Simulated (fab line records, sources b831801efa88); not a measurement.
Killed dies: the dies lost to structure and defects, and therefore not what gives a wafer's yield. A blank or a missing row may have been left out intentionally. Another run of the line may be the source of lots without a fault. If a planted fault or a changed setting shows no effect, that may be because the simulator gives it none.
The tool behind it: which one? | flow sky130 | 24 lots, 72 wafers sampled, at 6 steps of a route of 708

## WHAT THE GAUGES READ, wafer by wafer
SKY_SD_P_CD_MEAS_07: target cd 380 nm. Usual: cdNm reads 379.9 nm (standard deviation 2.7).
lot  | measured     | on       | cdNm (nm)         | flag
L074 | day 25 16:26 | cdSem-01 | 387.7 384.4 385.7 | 
L075 | day 26 03:38 | cdSem-02 | 380.6 380.1 380.6 | 
L076 | day 26 06:47 | cdSem-02 | 377.5 376.4 379.4 | 
L077 | day 26 18:37 | cdSem-01 | 375.7 375.1 376.2 | 
L078 | day 26 19:59 | cdSem-01 | 380.3 382.1 381.9 | 
L079 | day 27 04:06 | cdSem-01 | 380.3 382.4 381.2 | 
L080 | day 27 12:46 | cdSem-02 | 378.9 379.8 377.4 | 
L081 | day 27 19:26 | cdSem-02 | 382.6 379.1 379.7 | 
L082 | day 28 00:32 | cdSem-01 | 381.9 381.7 383.4 | 
L083 | day 28 14:11 | cdSem-02 | 380.3 378.1 379.6 | 
L084 | day 29 01:07 | cdSem-02 | 380.1 381.6 383.1 | 
L085 | day 29 05:53 | cdSem-01 | 378.1 377.2 378.3 | 
L086 | day 29 22:02 | cdSem-02 | 380.6 382.6 381.1 | 
L087 | day 30 04:50 | cdSem-02 | 376.6 379.5 379.7 | 
L088 | day 30 09:03 | cdSem-01 | 376.7 378.3 373.7 | 
L091 | day 31 01:38 | cdSem-02 | 379.9 379.2 381.8 | 
L090 | day 31 02:32 | cdSem-01 | 378.7 383.2 381.0 | 
L089 | day 31 03:20 | cdSem-01 | 376.3 375.9 377.0 | 
L092 | day 32 09:11 | cdSem-02 | 382.3 382.4 382.7 | 
L093 | day 32 09:50 | cdSem-01 | 383.3 381.4 383.5 | 
L094 | day 32 10:46 | cdSem-02 | 377.8 380.8 377.4 | 
L095 | day 32 11:58 | cdSem-02 | 379.1 377.9 378.3 | 
L096 | day 32 14:16 | cdSem-02 | 382.5 379.7 380.4 | 
L097 | day 32 21:27 | cdSem-01 | 378.4 381.8 381.0 | 

SKY_SD_N_RS_MEAS_18: measures by four-point-probe. Usual: RES_XHIGH_RS typically reads 330.1 ohm/sq, with standard deviation 1.
lot  | measured     | on           | RES_XHIGH_RS (ohm/sq) | flag
L074 | day 28 01:13 | filmMetro-01 | 329.2 329.0 328.2     | 
L075 | day 28 11:33 | filmMetro-01 | 329.8 329.0 329.2     | 
L076 | day 28 15:34 | filmMetro-03 | 329.6 329.3 329.4     | 
L077 | day 29 02:28 | filmMetro-02 | 328.8 328.1 329.0     | 
L078 | day 29 04:13 | filmMetro-01 | 330.7 331.0 331.1     | 
L079 | day 29 13:11 | filmMetro-02 | 329.8 329.7 328.5     | 
L080 | day 29 21:53 | filmMetro-01 | 331.6 330.3 330.0     | 
L081 | day 30 04:10 | filmMetro-01 | 329.9 329.1 329.9     | 
L082 | day 30 09:01 | filmMetro-03 | 330.5 330.3 330.4     | 
L083 | day 30 22:21 | filmMetro-03 | 329.4 330.1 327.8     | 
L084 | day 31 08:39 | filmMetro-02 | 329.1 329.7 330.4     | 
L085 | day 31 14:39 | filmMetro-03 | 330.3 329.3 329.2     | 
L086 | day 32 05:24 | filmMetro-03 | 330.0 329.6 330.4     | 
L087 | day 32 13:22 | filmMetro-01 | 330.2 332.4 331.1     | 
L088 | day 32 17:26 | filmMetro-03 | 330.4 331.4 331.1     | 
L091 | day 33 08:34 | filmMetro-02 | 330.6 328.9 329.1     | 
L090 | day 33 09:43 | filmMetro-01 | 329.0 329.5 329.9     | 
L089 | day 33 10:47 | filmMetro-03 | 330.8 331.8 331.9     | 
L092 | day 34 16:01 | filmMetro-03 | 329.3 330.6 331.3     | 
L093 | day 34 16:37 | filmMetro-01 | 330.4 331.7 331.2     | 
L094 | day 34 16:46 | filmMetro-02 | 331.5 330.7 329.6     | 
L095 | day 34 17:49 | filmMetro-02 | 330.4 330.6 329.4     | 
L096 | day 34 18:40 | filmMetro-01 | 332.4 330.2 331.3     | 
L097 | day 35 03:21 | filmMetro-03 | 330.4 330.8 331.7     | 

SKY_LI_CONTACT_THK_MEAS_01. Usual: LI_CONTACT_HDPCVD_THK typically reads 930 nm, with standard deviation 9.4.
lot  | measured     | on           | LI_CONTACT_HDPCVD_THK (nm) | flag
L074 | day 28 01:27 | filmMetro-01 | 931 935 929                | 
L075 | day 28 11:47 | filmMetro-01 | 929 942 930                | 
L076 | day 28 15:55 | filmMetro-01 | 935 948 935                | 
L077 | day 29 02:53 | filmMetro-02 | 947 945 947                | 
L078 | day 29 04:27 | filmMetro-03 | 918 919 935                | 
L079 | day 29 13:25 | filmMetro-01 | 931 936 921                | 
L080 | day 29 22:07 | filmMetro-02 | 936 929 928                | 
L081 | day 30 04:24 | filmMetro-03 | 922 930 921                | 
L082 | day 30 09:18 | filmMetro-02 | 942 939 926                | 
L083 | day 30 22:35 | filmMetro-01 | 928 927 927                | 
L084 | day 31 08:53 | filmMetro-01 | 918 919 920                | 
L085 | day 31 14:56 | filmMetro-02 | 916 920 938                | 
L086 | day 32 05:38 | filmMetro-03 | 932 918 932                | 
L087 | day 32 13:36 | filmMetro-03 | 922 930 926                | 
L088 | day 32 17:40 | filmMetro-01 | 903 929 922                | 
L091 | day 33 08:48 | filmMetro-01 | 929 927 919                | 
L090 | day 33 09:57 | filmMetro-02 | 935 921 931                | 
L089 | day 33 11:01 | filmMetro-02 | 921 929 921                | 
L092 | day 34 16:15 | filmMetro-02 | 933 927 924                | 
L093 | day 34 16:51 | filmMetro-01 | 935 931 929                | 
L094 | day 34 16:59 | filmMetro-02 | 934 931 940                | 
L095 | day 34 18:01 | filmMetro-01 | 942 942 931                | 
L096 | day 34 18:55 | filmMetro-01 | 919 933 910                | 
L097 | day 35 03:34 | filmMetro-02 | 945 933 945                | 

SKY_VIA2_THK_MEAS_01. Usual: VIA2_HDPCVD_THK typically reads 1127 nm, with standard deviation 16.
lot  | measured     | on           | VIA2_HDPCVD_THK (nm) | flag
L074 | day 35 06:48 | filmMetro-01 | 1110 1097 1115       | 
L075 | day 35 16:34 | filmMetro-04 | 1111 1130 1131       | 
L076 | day 35 21:08 | filmMetro-02 | 1127 1143 1146       | 
L077 | day 36 05:47 | filmMetro-02 | 1136 1148 1146       | 
L078 | day 36 06:35 | filmMetro-01 | 1139 1128 1141       | 
L079 | day 36 14:31 | filmMetro-02 | 1125 1126 1125       | 
L080 | day 37 00:24 | filmMetro-01 | 1128 1118 1089       | 
L081 | day 37 05:16 | filmMetro-01 | 1143 1138 1128       | 
L082 | day 37 12:38 | filmMetro-04 | 1144 1161 1153       | 
L083 | day 37 22:39 | filmMetro-04 | 1134 1120 1131       | 
L084 | day 38 07:53 | filmMetro-04 | 1121 1119 1106       | 
L085 | day 38 15:20 | filmMetro-04 | 1118 1099 1126       | 
L086 | day 39 03:34 | filmMetro-01 | 1142 1146 1137       | 
L087 | day 39 10:42 | filmMetro-04 | 1125 1114 1116       | 
L088 | day 39 14:11 | filmMetro-02 | 1130 1125 1113       | 
L091 | day 40 07:46 | filmMetro-01 | 1129 1137 1128       | 
L090 | day 40 08:03 | filmMetro-04 | 1100 1120 1126       | 
L089 | day 40 09:47 | filmMetro-01 | 1126 1100 1138       | 
L092 | day 41 10:47 | filmMetro-01 | 1127 1111 1126       | 
L093 | day 41 13:22 | filmMetro-02 | 1109 1131 1131       | 
L094 | day 41 14:02 | filmMetro-01 | 1119 1107 1138       | 
L095 | day 41 14:08 | filmMetro-04 | 1142 1137 1122       | 
L096 | day 41 16:04 | filmMetro-02 | 1126 1098 1137       | 
L097 | day 41 21:00 | filmMetro-02 | 1117 1155 1133       | 

## TOOL THAT RAN EACH LOT (tool first, then ch and the chambers of the sampled wafers, then the start)
lot  | SKY_POLY_CUT_STRIP_12               | SKY_METAL1_SPUTTER_01
L074 | plasmaAsher-02 ch 0,1, day 24 09:55 | pvdSputter-01, day 31 18:11
L075 | plasmaAsher-04 ch 1, day 24 21:42   | pvdSputter-02, day 32 03:25
L076 | plasmaAsher-02 ch 0, day 25 00:55   | pvdSputter-01, day 32 08:20
L077 | plasmaAsher-02 ch 0,1, day 25 14:25 | pvdSputter-01, day 32 18:20
L078 | plasmaAsher-03 ch 0,1, day 25 15:45 | pvdSputter-03, day 32 19:46
L079 | plasmaAsher-02 ch 0,1, day 26 00:10 | pvdSputter-02, day 33 02:55
L080 | plasmaAsher-04 ch 0,1, day 26 09:47 | pvdSputter-02, day 33 11:48
L081 | plasmaAsher-04 ch 0,1, day 26 15:51 | pvdSputter-02, day 33 18:45
L082 | plasmaAsher-03 ch 0,1, day 26 22:18 | pvdSputter-01, day 34 00:49
L083 | plasmaAsher-03 ch 0,1, day 27 10:24 | pvdSputter-02, day 34 11:01
L084 | plasmaAsher-03 ch 1, day 27 21:37   | pvdSputter-02, day 34 20:17
L085 | plasmaAsher-02 ch 0,1, day 28 02:13 | pvdSputter-02, day 35 03:43
L086 | plasmaAsher-04 ch 0,1, day 28 17:46 | pvdSputter-03, day 35 17:22
L087 | plasmaAsher-02 ch 0,1, day 29 02:30 | pvdSputter-01, day 35 23:32
L088 | plasmaAsher-02 ch 0,1, day 29 05:22 | pvdSputter-02, day 36 04:26
L091 | plasmaAsher-03 ch 0,1, day 29 21:58 | pvdSputter-03, day 36 21:31
L090 | plasmaAsher-04 ch 0,1, day 29 22:55 | pvdSputter-02, day 36 22:49
L089 | plasmaAsher-03 ch 0,1, day 29 23:07 | pvdSputter-01, day 37 00:07
L092 | plasmaAsher-02 ch 0,1, day 31 04:58 | pvdSputter-02, day 38 04:53
L093 | plasmaAsher-04 ch 0,1, day 31 06:15 | pvdSputter-03, day 38 05:21
L094 | plasmaAsher-02 ch 0,1, day 31 07:14 | pvdSputter-02, day 38 06:19
L095 | plasmaAsher-03 ch 0,1, day 31 08:47 | pvdSputter-02, day 38 07:07
L096 | plasmaAsher-02 ch 0,1, day 31 11:43 | pvdSputter-03, day 38 07:28
L097 | plasmaAsher-04 ch 0,1, day 31 17:57 | pvdSputter-02, day 38 15:37
- SKY_POLY_CUT_STRIP_12: strips in O2/N2.
- SKY_METAL1_SPUTTER_01: material TiN, target thk 20 nm, time 16.7 s.

## AS READ BY THE TOOLS THEMSELVES (means over the sampled wafers that have a number; for cases with no such wafer, the mark the record gives instead)
SKY_POLY_CUT_STRIP_12. Usual: drypumpMotorCurrentA 6.0 A, standard deviation 0.51; oesProductAu 0.453 a.u., standard deviation 0.004; stripTimeToEndpointS 5.359 s, standard deviation 0.022.
lot  | tool           | drypumpMotorCurrentA (A) | oesProductAu (a.u.) | stripTimeToEndpointS (s) | flag
L074 | plasmaAsher-02 | 5.9                      | 0.452               | 5.368                    | 
L075 | plasmaAsher-04 | 5.8                      | 0.450               | 5.340                    | 
L076 | plasmaAsher-02 | 6.8                      | 0.456               | 5.381                    | 
L077 | plasmaAsher-02 | 5.9                      | 0.451               | 5.310                    | 
L078 | plasmaAsher-03 | 5.6                      | 0.453               | 5.361                    | 
L079 | plasmaAsher-02 | 6.4                      | 0.449               | 5.378                    | 
L080 | plasmaAsher-04 | 6.1                      | 0.448               | 5.340                    | 
L081 | plasmaAsher-04 | 6.1                      | 0.453               | 5.350                    | 
L082 | plasmaAsher-03 | 5.7                      | 0.454               | 5.354                    | 
L083 | plasmaAsher-03 | 5.7                      | 0.453               | 5.377                    | 
L084 | plasmaAsher-03 | 5.6                      | 0.451               | 5.373                    | 
L085 | plasmaAsher-02 | 6.3                      | 0.452               | 5.350                    | 
L086 | plasmaAsher-04 | 6.0                      | 0.456               | 5.356                    | 
L087 | plasmaAsher-02 | 5.9                      | 0.450               | 5.363                    | 
L088 | plasmaAsher-02 | 6.4                      | 0.451               | 5.377                    | 
L091 | plasmaAsher-03 | 5.7                      | 0.453               | 5.372                    | 
L090 | plasmaAsher-04 | 6.3                      | 0.452               | 5.366                    | 
L089 | plasmaAsher-03 | 5.6                      | 0.450               | 5.346                    | 
L092 | plasmaAsher-02 | 6.4                      | 0.455               | 5.316                    | 
L093 | plasmaAsher-04 | 6.3                      | 0.454               | 5.378                    | 
L094 | plasmaAsher-02 | 6.4                      | 0.454               | 5.364                    | 
L095 | plasmaAsher-03 | 5.7                      | 0.453               | 5.356                    | 
L096 | plasmaAsher-02 | 6.4                      | 0.454               | 5.379                    | 
L097 | plasmaAsher-04 | 6.3                      | 0.450               | 5.376                    | 

SKY_METAL1_SPUTTER_01. Usual: chamberPressurePa 0.4000 Pa, standard deviation 0.00074; throttleValvePct 30.1 %, standard deviation 1.2.
lot  | tool          | chamberPressurePa (Pa) | throttleValvePct (%) | flag
L074 | pvdSputter-01 | 0.3994                 | 30.1                 | 
L075 | pvdSputter-02 | 0.3997                 | 29.5                 | 
L076 | pvdSputter-01 | 0.4001                 | 30.5                 | 
L077 | pvdSputter-01 | 0.4007                 | 28.9                 | 
L078 | pvdSputter-03 | 0.3999                 | 30.6                 | 
L079 | pvdSputter-02 | 0.3996                 | 30.1                 | 
L080 | pvdSputter-02 | 0.4001                 | 30.0                 | 
L081 | pvdSputter-02 | 0.3995                 | 30.0                 | 
L082 | pvdSputter-01 | 0.3993                 | 29.9                 | 
L083 | pvdSputter-02 | 0.3992                 | 30.2                 | 
L084 | pvdSputter-02 | 0.4001                 | 28.9                 | 
L085 | pvdSputter-02 | 0.4006                 | 30.3                 | 
L086 | pvdSputter-03 | 0.4002                 | 31.1                 | 
L087 | pvdSputter-01 | 0.3995                 | 28.7                 | 
L088 | pvdSputter-02 | 0.3996                 | 29.6                 | 
L091 | pvdSputter-03 | 0.3999                 | 30.9                 | 
L090 | pvdSputter-02 | 0.3997                 | 29.3                 | 
L089 | pvdSputter-01 | 0.4009                 | 30.3                 | 
L092 | pvdSputter-02 | 0.4001                 | 29.4                 | 
L093 | pvdSputter-03 | 0.4002                 | 31.0                 | 
L094 | pvdSputter-02 | 0.4005                 | 30.0                 | 
L095 | pvdSputter-02 | 0.4001                 | 29.1                 | 
L096 | pvdSputter-03 | 0.4010                 | 30.1                 | 
L097 | pvdSputter-02 | 0.4006                 | 29.6                 | 

## THE ANSWER, worked out from the rows above alone
Rule: lot off if the mean of its wafers having a number is beyond 3 standard deviations from the usual mean. A lot without any number at a reading at which 4 lots or more have one is off too. All remaining lots with rows at the step are treated as sound. After the gauges, taken in route order, come the tools' own readings; for these a lot's mean is taken, as printed above. The first step at which some lot is off is used, and at that step the reading that is off furthest; a lot without a number counts as furthest.
No lot is off on any of the readings shown, so nothing can be concluded from this.

## WHAT WAS PUT IN BY THE SIMULATOR
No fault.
